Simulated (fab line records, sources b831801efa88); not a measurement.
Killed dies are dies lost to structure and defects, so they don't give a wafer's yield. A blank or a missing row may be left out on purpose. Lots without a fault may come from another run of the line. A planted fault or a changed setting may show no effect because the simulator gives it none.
fab line records | flow gf180mcu
record lots=5 wafers=15 last_day=34
route steps=602 shown M1@330 V1@335 M2@362
lots that met no fault: from a run of the same line without faults
start_h: hours from the record's first day to the start of the lot's first wafer shown | wait_h: hours since the lot's step before | " the same as in the row above | L1.1+2: a row that stands for several wafers | - no value, or no start given | * or withheld: withheld | < > ~ a bound
route shown NAME@n: a module of which the file shows steps, and the number in the route of the first | usual: mean/standard deviation of fault-free wafers | same: alike in all rows | chamber/n: place in a boat | sites: the reading at each site | _std_site: their standard deviation | _edge_site: outer sites' mean less inner sites' | radius_mm: how far each site lies from the wafer's centre | mask NAME#n: copy n | behind: the tool/chamber that last shaped the wafer | hold: why the lot was held/for how many hours/how that ended | device: the transistor (n, p or np) that didn't switch | end of line: the same wafers' tests at the end of the route | a step without rows: its recipe alone | killed: dies lost to structure and defects at the first sort, not the wafer's yield | map: a wafer's dies, x killed, . not, _ none there
set.NAME: the setting as run; set.NAME@STEP: as run at that earlier step | model.NAME: the simulator's own value behind a step, which no gauge read
lots at some steps of the route; a table a step, a row a wafer
services: from which hour (start_h, from the record's first day; less than 0 if before it) a tool's chamber was out of use, for how many hours, and why
## steps
# step GF_M1_OVL_MEAS_15
# usual M1_OVL=-1/5
# columns lot.wafer tool chamber start_h wait_h M1_OVL[nm]
L084.1 overlay-02 - 478.70 0.1 -3
L084.5 " - " " -8
L084.6 " - " " -4
L085.1 overlay-01 - 485.21 0.1 0
L085.5 " - " " -1
L085.6 " - " " -4
L088.1 overlay-02 - 512.39 0.1 -7
L088.2 " - " " -6
L088.3 " - " " -2
L090.2 overlay-02 - 528.49 0.1 -5
L090.3 " - " " 6
L090.5 " - " " -4
L096.2 overlay-02 - 571.26 0.1 -8
L096.4 " - " " -4
L096.5 " - " " -9
# step GF_M1_METAL_ETCH_16
# recipe chemistry=Cl2/BCl3 mask_material=KrF target_depth_nm=750.8 stop_on=SiO2 pressure_mtorr=8 icp_w=800 bias_w=140 Cl2_flow_sccm=80 bcl3_flow_sccm=40 time_s=125.1
# usual drypump_motor_current_A=5.46/0.14 oes_product_au=0.992/0.0056 rf_fwd_power_W=795.7/2.7 throttle_valve_pct=28.229/0.0097
# columns lot.wafer tool chamber start_h wait_h drypump_motor_current_A oes_product_au rf_fwd_power_W rf_hours_counter_h throttle_valve_pct
L084.1 rie_metal-01 0 478.73 0.0 5.55 0.987 795.8 9.5 28.226
L084.5 " 1 " " 5.56 0.996 796.7 - 28.224
L084.6 " 0 " " 5.54 0.999 794.3 - 28.244
L085.1 rie_metal-03 1 485.25 0.0 5.64 0.964 795.9 4.6 28.236
L085.5 " 1 " " 5.63 0.989 794.3 - 28.227
L085.6 " 0 " " 5.40 0.991 793.4 - 28.232
L088.1 rie_metal-04 1 512.42 0.0 5.23 0.995 799.3 4.6 28.232
L088.2 " 0 " " 5.47 0.992 796.2 7.4 28.226
L088.3 " 0 " " 5.48 0.995 797.4 - 28.235
L090.2 rie_metal-03 0 528.57 0.1 5.43 0.988 793.0 - 28.231
L090.3 " 0 " " 5.40 0.986 793.4 - 28.235
L090.5 " 0 " " 5.42 0.993 796.4 - 28.232
L096.2 rie_metal-04 1 571.29 0.0 5.23 1.003 795.9 6.3 28.227
L096.4 " 0 " " 5.46 0.999 799.1 - 28.245
L096.5 " 1 " " 5.24 0.993 795.3 - 28.224
# step GF_M1_STRIP_17
# recipe chemistry=O2/N2 power_w=1400 pressure_mtorr=1500 platen_temp_c=250 o2_flow_sccm=3000 n2_flow_sccm=300 overash_fraction=0.5
# usual drypump_motor_current_A=6.0/0.41 heater_power_w=328/50 oes_product_au=0.536/0.0042 strip_time_to_endpoint_s=7.36/0.039
# columns lot.wafer tool chamber start_h wait_h drypump_motor_current_A heater_power_w oes_product_au rf_hours_counter_h strip_time_to_endpoint_s
L084.1 plasma_asher-02 0 478.86 0.1 6.3 313 0.528 38 7.40
L084.5 " 0 " " 6.2 320 0.537 - 7.35
L084.6 " 1 " " 5.5 299 0.540 - 7.39
L085.1 plasma_asher-03 0 485.38 0.1 5.9 446 0.535 89 7.37
L085.5 " 0 " " 6.0 450 0.543 - 7.40
L085.6 " 1 " " 6.5 340 0.535 - 7.36
L088.1 plasma_asher-03 1 512.55 0.1 6.5 329 0.545 92 7.34
L088.2 " 0 " " 6.0 449 0.539 92 7.36
L088.3 " 0 " " 6.0 458 0.535 - 7.32
L090.2 plasma_asher-03 0 528.78 0.2 6.0 441 0.535 94 7.30
L090.3 " 1 " " 6.5 333 0.545 - 7.34
L090.5 " 0 " " 5.9 437 0.536 - 7.31
L096.2 plasma_asher-04 1 571.42 0.1 5.4 294 0.535 73 7.36
L096.4 " 0 " " 6.5 302 0.537 - 7.32
L096.5 " 0 " " 6.5 303 0.539 - 7.36
# step GF_M1_STRIP_18
# recipe chemistry=post_etch_residue_remover time_s=1200 temp_c=72.5
# columns lot.wafer tool chamber start_h wait_h
L084.1+5+6 wet_bench-03 0 478.96 0.1
L085.1+5+6 wet_bench-03 2 485.48 0.1
L088.1+2+3 wet_bench-02 2 512.65 0.1
L090.2+3+5 wet_bench-03 3 528.88 0.1
L096.2+4+5 wet_bench-02 2 571.52 0.1
# step GF_M1_CLEAN_19
# recipe chemistry=DIW dry=n2_spin
# columns lot.wafer tool chamber start_h wait_h
L084.1+5+6 wet_bench-04 3 479.30 0.0
L085.1+5+6 wet_bench-04 2 485.85 0.0
L088.1+2+3 wet_bench-03 0 512.99 0.0
L090.2+3+5 wet_bench-04 2 529.22 0.0
L096.2+4+5 wet_bench-04 2 571.90 0.0
# step GF_V1_CVD_00
# recipe material=SiO2 target_thk_nm=600 sigma_open_frac=0.3 temp_c=400 time_s=100 sih4_flow_sccm=60 pressure_mtorr=6
# usual pressure_mtorr=5.999/0.012 susceptor_temp_C=399.97/0.26
# columns lot.wafer tool chamber start_h wait_h pressure_mtorr susceptor_temp_C
L084.1 hdpcvd-01 1 479.40 0.0 6.006 399.88
L084.5 " 2 " " 5.996 400.00
L084.6 " 1 " " 5.990 399.99
L085.1 hdpcvd-02 1 485.95 0.0 6.008 400.22
L085.5 " 2 " " 6.016 400.14
L085.6 " 1 " " 5.995 400.43
L088.1 hdpcvd-02 1 513.08 0.0 5.997 399.44
L088.2 " 0 " " 6.007 399.66
L088.3 " 2 " " 5.983 399.90
L090.2 hdpcvd-02 0 529.32 0.0 5.989 399.89
L090.3 " 2 " " 5.989 400.03
L090.5 " 0 " " 5.998 399.96
L096.2 hdpcvd-01 2 571.99 0.0 5.998 400.07
L096.4 " 1 " " 6.003 400.54
L096.5 " 2 " " 5.984 400.06
# step GF_V1_THK_MEAS_01
# recipe reads=SiO2_of_V1_CVD_00
# usual V1_CVD_00_THK=599/5.1
# columns lot.wafer tool chamber start_h wait_h V1_CVD_00_THK[nm]
L084.1 film_metro-01 - 479.48 0.0 601
L084.5 " - " " 600
L084.6 " - " " 595
L085.1 film_metro-01 - 486.02 0.0 600
L085.5 " - " " 604
L085.6 " - " " 602
L088.1 film_metro-03 - 513.16 0.0 592
L088.2 " - " " 593
L088.3 " - " " 598
L090.2 film_metro-01 - 529.40 0.0 597
L090.3 " - " " 598
L090.5 " - " " 593
L096.2 film_metro-02 - 572.07 0.0 600
L096.4 " - " " 604
L096.5 " - " " 598
# step GF_V1_CVD_02
# recipe material=SiO2 target_thk_nm=850 precursor=TEOS temp_c=400 time_s=94.851 rf_w=600
# usual heater_power_w=645/160 rf_fwd_power_W=596.2/2 susceptor_temp_C=399.96/0.21
# columns lot.wafer tool chamber start_h wait_h heater_power_w rf_fwd_power_W since_wet_clean_h susceptor_temp_C
L084.1 pecvd-01 1 479.54 0.1 868 596.5 513 399.93
L084.5 " 2 " " 351 600.5 - 400.30
L084.6 " 1 " " 902 592.0 - 399.54
L085.1 pecvd-02 2 486.08 0.1 655 594.5 311 399.77
L085.5 " 2 " " 547 594.6 - 400.35
L085.6 " 1 " " 850 594.9 - 399.92
L088.1 pecvd-01 0 513.22 0.1 496 594.4 547 399.99
L088.2 " 1 " " 901 594.6 547 399.91
L088.3 " 2 " " 433 595.4 547 399.69
L090.2 pecvd-01 2 529.45 0.0 384 598.2 563 400.06
L090.3 " 1 " " 879 596.4 563 400.09
L090.5 " 1 " " 922 596.9 - 400.05
L096.2 pecvd-01 0 572.12 0.0 576 598.8 606 400.43
L096.4 " 2 " " 356 601.7 - 399.89
L096.5 " 0 " " 608 594.6 - 400.01
# step GF_V1_THK_MEAS_03
# recipe reads=SiO2_of_V1_CVD_02
# usual V1_CVD_02_THK=851/11
# columns lot.wafer tool chamber start_h wait_h V1_CVD_02_THK[nm]
L084.1 film_metro-02 - 479.61 0.0 857
L084.5 " - " " 868
L084.6 " - " " 865
L085.1 film_metro-02 - 486.15 0.0 832
L085.5 " - " " 852
L085.6 " - " " 856
L088.1 film_metro-02 - 513.29 0.0 840
L088.2 " - " " 842
L088.3 " - " " 847
L090.2 film_metro-02 - 529.53 0.0 837
L090.3 " - " " 836
L090.5 " - " " 852
L096.2 film_metro-01 - 572.20 0.0 848
L096.4 " - " " 860
L096.5 " - " " 860
# step GF_V1_CMP_04
# recipe material=SiO2 down_force_psi=4 platen_rpm=60 pad_velocity_m_s=0.94248
# usual head_pressure_psi=3.999/0.0097 motor_current_A=11.4/1.4 time_to_endpoint_s=81/4.8
# columns lot.wafer tool chamber start_h wait_h head_pressure_psi motor_current_A time_to_endpoint_s
L084.1 cmp-02 0 479.77 0.1 3.996 12.9 81
L084.6 " 2 " " 3.991 10.6 85
L084.5 " 3 " " 3.999 11.3 82
L085.1 cmp-02 0 486.21 0.1 4.014 12.1 75
L085.6 " 0 " " 3.997 11.6 85
L085.5 " 1 " " 4.006 8.9 82
L088.3 cmp-02 0 513.35 0.0 3.995 12.2 80
L088.1 " 1 " " 3.983 9.2 81
L088.2 " 2 " " 3.998 10.3 82
L090.2 cmp-01 0 529.58 0.0 3.996 11.8 69
L090.3 " 2 " " 3.993 13.0 70
L090.5 " 1 " " 4.000 12.6 75
L096.4 cmp-01 1 572.25 0.0 4.002 12.0 88
L096.2 " 2 " " 3.997 12.3 80
L096.5 " 2 " " 4.002 12.7 90
# step GF_V1_BOW_MEAS_05
# recipe mode=bow
# usual V1_BOW=82/7.4
# columns lot.wafer tool chamber start_h wait_h V1_BOW[um]
L084.1 film_metro-03 - 479.97 0.1 86
L084.5 " - " " 87
L084.6 " - " " 69
L085.1 film_metro-01 - 486.51 0.2 86
L085.5 " - " " 89
L085.6 " - " " 83
L088.1 film_metro-03 - 513.65 0.2 82
L088.2 " - " " 88
L088.3 " - " " 81
L090.2 film_metro-01 - 529.90 0.3 70
L090.3 " - " " 78
L090.5 " - " " 87
L096.2 film_metro-01 - 572.57 0.2 81
L096.4 " - " " 78
L096.5 " - " " 94
# step GF_V1_DEHYDRATE_06
# recipe temp_c=200 time_s=60
# usual heater_power_total_W=160.37/0.13 plate_temp_C=200.02/0.17
# columns lot.wafer tool chamber start_h wait_h heater_power_total_W plate_temp_C
L084.1 litho_track-03 0 491.24 11.3 160.21 200.23
L084.5 " 0 " " 160.21 200.24
L084.6 " 0 " " 160.33 200.31
L085.1 litho_track-03 0 497.39 10.9 160.43 200.15
L085.5 " 0 " " 160.39 200.47
L085.6 " 0 " " 160.59 200.36
L088.1 litho_track-03 0 524.29 10.6 160.39 199.83
L088.2 " 0 " " 160.37 199.67
L088.3 " 0 " " 160.34 199.86
L090.2 litho_track-02 0 540.35 10.4 160.32 200.08
L090.3 " 0 " " 160.12 200.00
L090.5 " 0 " " 160.35 200.11
L096.2 litho_track-02 0 582.65 10.1 160.51 199.93
L096.4 " 0 " " 160.43 199.96
L096.5 " 0 " " 160.17 199.99
# step GF_V1_HMDS_07
# recipe prime_time_s=60 prime_temp_c=120
# columns lot.wafer tool chamber start_h wait_h
L084.1+5+6 litho_track-03 0 491.39 0.1
L085.1+5+6 litho_track-03 0 497.54 0.1
L088.1+2+3 litho_track-03 0 524.44 0.1
L090.2+3+5 litho_track-02 0 540.50 0.1
L096.2+4+5 litho_track-02 0 582.80 0.1
# step GF_V1_COAT_08
# recipe resist=BARC temp_c=withheld time_s=withheld spin_rpm=withheld resist_thk_nm=withheld
# columns lot.wafer tool chamber start_h wait_h
L084.1+5+6 litho_track-03 0 491.54 0.1
L085.1+5+6 litho_track-03 0 497.69 0.1
L088.1+2+3 litho_track-03 0 524.59 0.1
L090.2+3+5 litho_track-02 0 540.65 0.1
L096.2+4+5 litho_track-02 0 582.95 0.1
# step GF_V1_COAT_09
# recipe resist=KrF spin_rpm=withheld resist_thk_nm=1000
# columns lot.wafer tool chamber start_h wait_h
L084.1+5+6 litho_track-03 0 - -
L085.1+5+6 litho_track-03 0 - -
L088.1+2+3 litho_track-03 0 - -
L090.2+3+5 litho_track-02 0 - -
L096.2+4+5 litho_track-02 0 - -
# step GF_V1_SOFTBAKE_10
# recipe temp_c=130 time_s=60 resist=KrF
# usual heater_power_total_W=93.05/0.063 plate_temp_C=130.03/0.14
# columns lot.wafer tool chamber start_h wait_h heater_power_total_W plate_temp_C
L084.1 litho_track-03 0 - - 93.15 129.97
L084.5 " 0 " " 93.07 130.12
L084.6 " 0 " " 93.03 130.08
L085.1 litho_track-03 0 - - 93.00 130.05
L085.5 " 0 " " 92.93 130.07
L085.6 " 0 " " 93.07 129.68
L088.1 litho_track-03 0 - - 93.02 130.19
L088.2 " 0 " " 93.07 130.18
L088.3 " 0 " " 93.06 130.45
L090.2 litho_track-02 0 - - 93.15 129.97
L090.3 " 0 " " 92.96 130.04
L090.5 " 0 " " 93.04 129.96
L096.2 litho_track-02 0 - - 93.03 130.27
L096.4 " 0 " " 93.04 130.15
L096.5 " 0 " " 93.11 130.28
# step GF_V1_EXPOSE_11
# recipe mask_id=Via1 target_cd_nm=260 na=0.68 source_shape=conventional sigma_outer=0.6 dose_mj=38
# columns lot.wafer tool chamber start_h wait_h mask
L084.1+5+6 krf_scanner-02 0 - - Via1#0
L085.1+5+6 krf_scanner-02 0 - - Via1#0
L088.1+2+3 krf_scanner-01 0 - - Via1#0
L090.2+3+5 krf_scanner-01 0 - - Via1#0
L096.2+4+5 krf_scanner-01 0 - - Via1#0
# step GF_V1_PEB_12
# recipe peb_temp_c=135 peb_time_s=90 resist=KrF
# usual heater_power_total_W=85.69/0.082 plate_temp_C=135.01/0.16
# columns lot.wafer tool chamber start_h wait_h heater_power_total_W plate_temp_C
L084.1 litho_track-02 0 - - 85.75 134.93
L084.5 " 0 " " 85.67 134.87
L084.6 " 0 " " 85.87 134.89
L085.1 litho_track-03 0 - - 85.79 135.03
L085.5 " 0 " " 85.62 134.97
L085.6 " 0 " " 85.70 134.91
L088.1 litho_track-03 0 - - 85.73 134.87
L088.2 " 0 " " 85.70 135.02
L088.3 " 0 " " 85.60 134.95
L090.2 litho_track-04 0 - - 85.63 135.02
L090.3 " 0 " " 85.57 135.11
L090.5 " 0 " " 85.61 135.17
L096.2 litho_track-02 0 - - 85.82 134.99
L096.4 " 0 " " 85.62 135.01
L096.5 " 0 " " 85.82 135.21
# step GF_V1_DEVELOP_13
# recipe develop_time_s=60 resist=KrF dev_temp_c=21
# columns lot.wafer tool chamber start_h wait_h
L084.1+5+6 litho_track-02 0 503.73 0.2
L085.1+5+6 litho_track-03 0 509.94 0.2
L088.1+2+3 litho_track-03 0 536.39 0.2
L090.2+3+5 litho_track-04 0 551.93 0.2
L096.2+4+5 litho_track-02 0 593.75 0.2
# step GF_V1_CD_MEAS_14
# recipe target_cd_nm=260
# usual cd_nm=260.0/1.4
# columns lot.wafer tool chamber start_h wait_h cd_nm
L084.1 cd_sem-01 - 503.88 0.1 262.6
L084.5 " - " " 261.8
L084.6 " - " " 261.1
L085.1 cd_sem-01 - 510.09 0.1 259.3
L085.5 " - " " 258.9
L085.6 " - " " 258.5
L088.1 cd_sem-01 - 536.54 0.1 260.8
L088.2 " - " " 259.7
L088.3 " - " " 259.5
L090.2 cd_sem-02 - 552.08 0.1 259.4
L090.3 " - " " 259.3
L090.5 " - " " 259.6
L096.2 cd_sem-01 - 593.90 0.1 260.6
L096.4 " - " " 260.7
L096.5 " - " " 259.9
# step GF_V1_OVL_MEAS_15
# usual V1_OVL=1/5.5
# columns lot.wafer tool chamber start_h wait_h V1_OVL[nm]
L084.1 overlay-02 - 504.00 0.1 2
L084.5 " - " " -7
L084.6 " - " " -3
L085.1 overlay-02 - 510.21 0.1 9
L085.5 " - " " 4
L085.6 " - " " 8
L088.1 overlay-01 - 536.66 0.1 4
L088.2 " - " " -10
L088.3 " - " " 7
L090.2 overlay-02 - 552.19 0.1 -2
L090.3 " - " " -5
L090.5 " - " " -9
L096.2 overlay-02 - 594.00 0.1 11
L096.4 " - " " 12
L096.5 " - " " 0
# step GF_V1_ETCH_16
# recipe chemistry=N2/H2 target_depth_a=withheld overetch_a=withheld time_s=withheld target=BARC ion_energy_ev=200 source_w=500 bias_w=100 pressure_mtorr=30 n2_flow_sccm=100 h2_flow_sccm=200
# usual drypump_motor_current_A=5.8/0.32 oes_product_au=0.855/0.0045 rf_fwd_power_W=495.0/2.1 throttle_valve_pct=13.225/0.0095
# columns lot.wafer tool chamber start_h wait_h drypump_motor_current_A oes_product_au rf_fwd_power_W throttle_valve_pct
L084.1 rie_diel-03 2 504.03 0.0 6.3 0.854 493.5 13.206
L084.5 " 1 " " 5.8 0.864 495.6 13.213
L084.6 " 2 " " 6.3 0.856 491.6 13.211
L085.1 rie_diel-04 3 510.25 0.0 6.0 0.856 493.8 13.244
L085.5 " 0 " " 5.1 0.862 492.9 13.217
L085.6 " 3 " " 6.0 0.852 492.5 13.218
L088.1 rie_diel-02 2 536.70 0.0 5.8 0.853 491.2 13.226
L088.2 " 3 " " 5.6 0.854 498.3 13.231
L088.3 " 1 " " 6.0 0.858 496.6 13.234
L090.2 rie_diel-02 0 552.22 0.0 6.1 0.850 495.2 13.234
L090.3 " 2 " " 5.7 0.850 493.0 13.230
L090.5 " 0 " " 6.1 0.857 497.2 13.221
L096.2 rie_diel-02 2 594.03 0.0 5.8 0.857 491.8 13.222
L096.4 " 1 " " 5.9 0.857 499.0 13.208
L096.5 " 1 " " 6.0 0.850 496.3 13.208
# step GF_V1_ETCH_17
# recipe chemistry=C4F8/O2/Ar mask_material=KrF target=SiO2 stop_on=TiN source_w=1500 bias_w=1200 pressure_mtorr=40 c4f8_flow_sccm=withheld O2_flow_sccm=6 Ar_flow_sccm=300 time_s=withheld target_depth_a=6300
# usual oes_product_au=0.856/0.0045 rf_fwd_power_W=1493/5.3
# columns lot.wafer tool chamber start_h wait_h oes_product_au rf_fwd_power_W
L084.1 rie_diel-03 2 - - 0.853 1493
L084.5 " 1 " " 0.856 1494
L084.6 " 2 " " 0.856 1488
L085.1 rie_diel-04 3 - - 0.847 1483
L085.5 " 0 " " 0.860 1493
L085.6 " 3 " " 0.853 1485
L088.1 rie_diel-02 2 - - 0.859 1493
L088.2 " 3 " " 0.857 1490
L088.3 " 1 " " 0.853 1491
L090.2 rie_diel-02 0 - - 0.853 1495
L090.3 " 2 " " 0.853 1493
L090.5 " 0 " " 0.854 1485
L096.2 rie_diel-02 2 - - 0.852 1495
L096.4 " 1 " " 0.855 1496
L096.5 " 1 " " 0.856 1493
# step GF_V1_STRIP_18
# recipe chemistry=O2/N2 power_w=1400 pressure_mtorr=1500 platen_temp_c=250 o2_flow_sccm=3000 n2_flow_sccm=300 overash_fraction=0.5
# usual drypump_motor_current_A=5.8/0.52 heater_power_w=295/12 oes_product_au=0.592/0.005
# columns lot.wafer tool chamber start_h wait_h drypump_motor_current_A heater_power_w oes_product_au rf_hours_counter_h
L084.1 plasma_asher-01 1 504.16 - 4.9 287 0.595 8
L084.5 " 0 " " 5.6 272 0.593 -
L084.6 " 1 " " 4.9 293 0.594 -
L085.1 plasma_asher-04 1 510.37 - 5.4 284 0.595 67
L085.5 " 1 " " 5.4 290 0.583 -
L085.6 " 0 " " 6.5 300 0.601 -
L088.1 plasma_asher-01 1 536.82 - 4.9 291 0.587 11
L088.2 " 0 " " 5.6 273 0.583 11
L088.3 " 1 " " 4.9 282 0.596 -
L090.2 plasma_asher-02 1 552.34 - 5.6 303 0.593 46
L090.3 " 0 " " 6.2 305 0.589 -
L090.5 " 1 " " 5.5 303 0.597 -
L096.2 plasma_asher-04 0 594.16 - 6.5 299 0.587 75
L096.4 " 1 " " 5.4 284 0.592 -
L096.5 " 0 " " 6.5 300 0.583 -
# step GF_V1_STRIP_19
# recipe chemistry=post_etch_residue_remover time_s=1200 temp_c=72.5
# columns lot.wafer tool chamber start_h wait_h
L084.1+5+6 wet_bench-04 0 504.26 0.1
L085.1+5+6 wet_bench-04 1 510.47 0.1
L088.1+2+3 wet_bench-01 0 536.92 0.1
L090.2+3+5 wet_bench-01 0 552.44 0.1
L096.2+4+5 wet_bench-04 0 594.26 0.1
# step GF_V1_CLEAN_20
# recipe chemistry=DIW dry=n2_spin
# columns lot.wafer tool chamber start_h wait_h
L084.1+5+6 wet_bench-01 2 504.60 0.0
L085.1+5+6 wet_bench-03 0 510.85 0.0
L088.1+2+3 wet_bench-04 0 537.27 0.0
L090.2+3+5 wet_bench-03 3 552.79 0.0
L096.2+4+5 wet_bench-01 3 594.60 0.0
# step GF_V1_SPUTTER_21
# recipe material=Ti target_thk_nm=15 chamber_pressure_pa=5 power_w=2500 substrate_temp_c=200 time_s=80.02
# usual throttle_valve_pct=29.8/1
# columns lot.wafer tool chamber start_h wait_h throttle_valve_pct
L084.1 pvd_sputter-04 - 504.70 0.0 29.1
L084.5 " - " " 29.1
L084.6 " - " " 29.9
L085.1 pvd_sputter-02 - 510.94 0.0 28.3
L085.5 " - " " 28.8
L085.6 " - " " 31.3
L088.1 pvd_sputter-03 - 537.38 0.0 29.2
L088.2 " - " " 31.2
L088.3 " - " " 30.6
L090.2 pvd_sputter-02 - 552.89 0.0 30.1
L090.3 " - " " 28.5
L090.5 " - " " 29.8
L096.2 pvd_sputter-03 - 594.69 0.0 31.2
L096.4 " - " " 30.3
L096.5 " - " " 30.5
# step GF_V1_SPUTTER_22
# recipe material=TiN target_thk_nm=10 chamber_pressure_pa=5 power_w=4000 time_s=40
# usual throttle_valve_pct=29.8/1
# columns lot.wafer tool chamber start_h wait_h throttle_valve_pct
L084.1 pvd_sputter-04 - 504.77 0.0 29.3
L084.5 " - " " 29.0
L084.6 " - " " 29.6
L085.1 pvd_sputter-02 - 511.00 0.0 28.6
L085.5 " - " " 28.6
L085.6 " - " " 31.0
L088.1 pvd_sputter-03 - 537.44 0.0 29.2
L088.2 " - " " 31.2
L088.3 " - " " 30.6
L090.2 pvd_sputter-02 - 552.95 0.0 29.9
L090.3 " - " " 28.7
L090.5 " - " " 29.8
L096.2 pvd_sputter-03 - 594.76 0.0 31.2
L096.4 " - " " 30.6
L096.5 " - " " 30.5
# step GF_V1_CVD_23
# recipe material=W target_thk_nm=350 time_s=105.05 temp_c=400 pressure_torr=40
# usual heater_power_w=828/79 susceptor_temp_C=399.98/0.23
# columns lot.wafer tool chamber start_h wait_h heater_power_w since_wet_clean_h susceptor_temp_C
L084.1 cvd_w-01 1 504.80 0.0 845 101 400.15
L084.5 " 0 " " 708 - 399.96
L084.6 " 1 " " 847 - 399.74
L085.1 cvd_w-02 1 511.04 0.0 911 607 400.29
L085.5 " 1 " " 916 - 400.24
L085.6 " 0 " " 876 - 399.92
L088.1 cvd_w-02 1 537.48 0.0 939 633 400.18
L088.2 " 0 " " 871 633 399.80
L088.3 " 0 " " 867 - 399.78
L090.2 cvd_w-02 0 552.99 0.0 862 649 399.79
L090.3 " 0 " " 877 - 399.88
L090.5 " 0 " " 892 - 400.20
L096.2 cvd_w-02 1 594.79 0.0 898 691 400.53
L096.4 " 0 " " 889 - 399.72
L096.5 " 0 " " 881 - 399.93
# step GF_V1_RS_MEAS_24
# recipe thk_meas_gauge=four-point-probe reads=W_of_V1_CVD_23+TiN_of_V1_SPUTTER_22+Ti_of_V1_SPUTTER_21
# usual V1_W_RS=0.326/0.0058
# columns lot.wafer tool chamber start_h wait_h V1_W_RS[ohm/sq]
L084.1 film_metro-01 - 504.92 0.1 0.315
L084.5 " - " " 0.331
L084.6 " - " " 0.318
L085.1 film_metro-02 - 511.15 0.1 0.332
L085.5 " - " " 0.333
L085.6 " - " " 0.334
L088.1 film_metro-01 - 537.59 0.1 0.330
L088.2 " - " " 0.330
L088.3 " - " " 0.325
L090.2 film_metro-03 - 553.12 0.1 0.324
L090.3 " - " " 0.328
L090.5 " - " " 0.329
L096.2 film_metro-02 - 594.93 0.1 0.331
L096.4 " - " " 0.328
L096.5 " - " " 0.331
# step GF_V1_THK_MEAS_25
# recipe thk_meas_gauge=xrf reads=W_of_V1_CVD_23
# usual V1_W_THK=357/6.6
# columns lot.wafer tool chamber start_h wait_h V1_W_THK[nm]
L084.1 film_metro-01 - 505.04 0.1 364
L084.5 " - " " 345
L084.6 " - " " 362
L085.1 film_metro-02 - 511.27 0.1 354
L085.5 " - " " 353
L085.6 " - " " 348
L088.1 film_metro-01 - 537.71 0.1 349
L088.2 " - " " 352
L088.3 " - " " 358
L090.2 film_metro-03 - 553.23 0.1 361
L090.3 " - " " 358
L090.5 " - " " 356
L096.2 film_metro-02 - 595.04 0.1 355
L096.4 " - " " 357
L096.5 " - " " 354
# step GF_V1_CMP_26
# recipe stop_on=SiO2 down_force_psi=3.5 platen_rpm=60 t_overpolish_s=15 target_thk_nm=0 pad_velocity_m_s=0.94248
# usual head_pressure_psi=3.500/0.0071 motor_current_A=10.7/1.3 overpolish_run_s=15.000/0.0092 time_to_endpoint_s=84/3.2
# columns lot.wafer tool chamber start_h wait_h head_pressure_psi motor_current_A overpolish_run_s time_to_endpoint_s
L084.1 cmp-01 0 505.10 0.1 3.501 9.9 15.005 81
L084.5 " 0 " " 3.501 10.8 15.003 74
L084.6 " 1 " " 3.492 11.1 14.996 79
L085.1 cmp-02 1 511.43 0.1 3.498 8.4 15.029 80
L085.5 " 3 " " 3.510 9.9 14.986 82
L085.6 " 0 " " 3.492 11.0 15.003 79
L088.3 cmp-01 3 537.77 0.0 3.496 12.9 14.992 88
L088.1 " 0 " " 3.494 10.0 15.001 84
L088.2 " 1 " " 3.491 11.7 14.997 82
L090.3 cmp-02 1 553.28 0.0 3.486 8.2 15.007 81
L090.2 " 2 " " 3.504 10.6 14.996 79
L090.5 " 2 " " 3.506 10.0 14.991 83
L096.2 cmp-01 0 595.09 0.0 3.512 10.3 14.995 86
L096.4 " 2 " " 3.502 11.4 15.006 89
L096.5 " 1 " " 3.508 11.1 14.990 83
# step GF_M2_SPUTTER_00
# recipe material=Ti target_thk_nm=37.5 arriving_ion_energy_ev=80 substrate_temp_c=200 chamber_pressure_pa=2 power_w=4000 time_s=150
# usual throttle_valve_pct=29.9/0.91
# columns lot.wafer tool chamber start_h wait_h throttle_valve_pct
L084.1 pvd_sputter-03 - 505.40 0.2 30.5
L084.5 " - " " 29.4
L084.6 " - " " 30.4
L085.1 pvd_sputter-04 - 511.63 0.1 31.2
L085.5 " - " " 29.8
L085.6 " - " " 29.1
L088.1 pvd_sputter-04 - 538.07 0.2 29.1
L088.2 " - " " 31.5
L088.3 " - " " 29.2
L090.2 pvd_sputter-03 - 553.58 0.2 29.1
L090.3 " - " " 29.4
L090.5 " - " " 31.2
L096.2 pvd_sputter-03 - 595.39 0.2 28.9
L096.4 " - " " 29.4
L096.5 " - " " 29.3
# step GF_M2_SPUTTER_01
# recipe material=TiN target_thk_nm=30 power_w=6500 time_s=25 chamber_pressure_pa=0.4
# usual throttle_valve_pct=29.9/0.91
# columns lot.wafer tool chamber start_h wait_h throttle_valve_pct
L084.1 pvd_sputter-03 - 505.50 0.1 30.3
L084.5 " - " " 29.5
L084.6 " - " " 30.4
L085.1 pvd_sputter-04 - 511.73 0.1 31.3
L085.5 " - " " 29.8
L085.6 " - " " 29.2
L088.1 pvd_sputter-04 - 538.17 0.1 29.1
L088.2 " - " " 31.3
L088.3 " - " " 29.1
L090.2 pvd_sputter-03 - 553.68 0.1 28.7
L090.3 " - " " 29.3
L090.5 " - " " 31.4
L096.2 pvd_sputter-03 - 595.49 0.1 28.9
L096.4 " - " " 29.2
L096.5 " - " " 29.2
# step GF_M2_SPUTTER_02
# recipe material=AlCu target_thk_nm=450 power_w=10600 time_s=23.9 chamber_pressure_pa=0.4
# usual throttle_valve_pct=29.9/0.91
# columns lot.wafer tool chamber start_h wait_h throttle_valve_pct
L084.1 pvd_sputter-03 - 505.53 0.0 30.5
L084.5 " - " " 29.5
L084.6 " - " " 30.5
L085.1 pvd_sputter-04 - 511.76 0.0 31.0
L085.5 " - " " 29.8
L085.6 " - " " 28.8
L088.1 pvd_sputter-04 - 538.20 0.0 29.2
L088.2 " - " " 31.4
L088.3 " - " " 29.1
L090.2 pvd_sputter-03 - 553.71 0.0 28.7
L090.3 " - " " 29.6
L090.5 " - " " 31.3
L096.2 pvd_sputter-03 - 595.52 0.0 29.0
L096.4 " - " " 29.3
L096.5 " - " " 29.1
## services
# columns tool chamber start_h hours kind
hdpcvd-02 0 455.62 18.0 repair
pecvd-01 - 456.74 1.4 repair
plasma_asher-04 - 480.31 2.8 pm
pvd_sputter-03 - 483.00 1.1 repair
pecvd-01 - 486.15 5.3 repair
cmp-01 - 486.87 0.6 repair
krf_scanner-01 - 488.16 4.0 pm
cvd_w-02 0 492.50 4.9 repair
pvd_sputter-03 - 516.40 0.7 repair
cmp-02 - 520.70 6.5 pm
pvd_sputter-02 - 522.85 1.7 repair
plasma_asher-03 - 524.06 2.4 repair
cmp-02 - 527.49 10.8 pm
pvd_sputter-03 - 532.08 1.2 repair
cmp-02 - 538.98 1.6 repair
cmp-01 - 540.60 4.4 pm
pvd_sputter-04 - 556.05 2.8 repair
rie_diel-02 0 556.39 5.3 repair
pvd_sputter-03 - 570.37 10.8 repair
cmp-02 - 572.25 4.0 pm
pecvd-01 - 576.49 1.8 repair
cmp-02 - 590.29 1.5 repair
pecvd-01 0 590.83 5.3 repair
pvd_sputter-04 - 595.08 6.9 repair
## key
fault none
